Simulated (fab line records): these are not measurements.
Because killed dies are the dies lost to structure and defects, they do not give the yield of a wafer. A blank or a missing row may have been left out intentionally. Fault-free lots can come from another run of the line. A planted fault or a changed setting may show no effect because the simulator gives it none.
Which tool is to blame? + flow gf180mcu + Sampling: 12 lots, 36 wafers, 4 of 602 route steps

== WHAT THE GAUGES READ, wafer by wafer ==
GF_M4_THK_MEAS_06: measures by xrf.
| lot  | measured     | on            | M4_ALCU_THK (nm) |
|------|--------------|---------------|------------------|
| L075 | day 22 12:43 | film-metro-04 | 454 450 454      |
| L077 | day 23 05:10 | film-metro-02 | 462 461 451      |
| L079 | day 24 01:08 | film-metro-04 | 458 452 450      |
| L081 | day 25 02:56 | film-metro-01 | 451 452 455      |
| L083 | day 25 18:51 | film-metro-01 | 454 452 453      |
| L085 | day 26 09:28 | film-metro-01 | 457 452 444      |
| L087 | day 26 18:08 | film-metro-04 | 451 457 452      |
| L089 | day 27 10:56 | film-metro-02 | 454 448 450      |
| L091 | day 28 00:21 | film-metro-01 | 439 453 445      |
| L093 | day 28 17:55 | film-metro-04 | 441 443 452      |
| L095 | day 29 09:52 | film-metro-04 | 449 454 450      |
| L097 | day 29 20:55 | film-metro-04 | 457 453 449      |

== TOOL THAT RAN EACH LOT (tool first, then ch and the chambers of the sampled wafers, then the start) ==
| lot  | GF_M2_STRIP_17                       | GF_V2_ETCH_16                      | GF_V3_CMP_26                  |
|------|--------------------------------------|------------------------------------|-------------------------------|
| L075 | plasma-asher-04 ch 0,1, day 19 06:49 | rie-diel-01 ch 0,1,2, day 20 08:12 | cmp-01 ch 0,1, day 22 12:07   |
| L077 | plasma-asher-04 ch 0,1, day 19 23:09 | rie-diel-04 ch 0,3, day 21 00:38   | cmp-01 ch 0,3, day 23 04:32   |
| L079 | plasma-asher-04 ch 0,1, day 20 21:32 | rie-diel-03 ch 1,2,3, day 21 22:18 | cmp-02 ch 1,2,3, day 24 00:29 |
| L081 | plasma-asher-02 ch 0,1, day 22 01:38 | rie-diel-01 ch 0,1,3, day 23 01:55 | cmp-02 ch 1,2,3, day 25 02:22 |
| L083 | plasma-asher-04 ch 0,1, day 22 17:17 | rie-diel-04 ch 0,2,3, day 23 17:33 | cmp-01 ch 0,1,2, day 25 18:12 |
| L085 | plasma-asher-02 ch 0,1, day 23 09:10 | rie-diel-01 ch 0,2,3, day 24 08:50 | cmp-01 ch 0,3, day 26 08:53   |
| L087 | plasma-asher-04 ch 0,1, day 23 20:58 | rie-diel-03 ch 0,1,3, day 24 19:38 | cmp-02 ch 0,1,2, day 26 17:29 |
| L089 | plasma-asher-04 ch 0,1, day 24 13:51 | rie-diel-04 ch 0,3, day 25 12:29   | cmp-01 ch 0,1,3, day 27 10:16 |
| L091 | plasma-asher-01 ch 0,1, day 25 04:32 | rie-diel-04 ch 0,1,2, day 26 03:31 | cmp-02 ch 0,3, day 27 23:44   |
| L093 | plasma-asher-04 ch 0,1, day 25 23:11 | rie-diel-01 ch 0,1, day 26 21:41   | cmp-01 ch 1,2,3, day 28 17:21 |
| L095 | plasma-asher-01 ch 0,1, day 26 17:58 | rie-diel-01 ch 0,1, day 27 15:23   | cmp-02 ch 0,1, day 29 09:13   |
| L097 | plasma-asher-02 ch 0,1, day 27 05:11 | rie-diel-03 ch 2,3, day 28 02:12   | cmp-02 ch 0,1,2, day 29 20:17 |
- GF_M2_STRIP_17: strips in O2/N2.
- GF_V2_ETCH_16: etches BARC in N2/H2.
- GF_V3_CMP_26: polishes, stops on SiO2, t overpolish 15 s, target thk 0 nm.

== THE ANSWER, worked out from the rows above alone ==
Rule: the lots themselves supply what counts as usual. Put in order of their means at a reading, lots are off if they are a third of the lots or fewer, leave a main group of 4 or more, and stand apart from it by a gap of 3 or more times the standard deviation of the main group's means; of several such gaps the widest counts. If all means in a main group match to the digits the tables above print for the reading, that group is not used. Also off: a lot with no number at a reading for which 4 or more lots have one. Any other lot the step has rows for is counted as sound.
Nothing can be told from this: no lot is off at any reading shown.

== WHAT THE SIMULATOR HAD PUT IN ==
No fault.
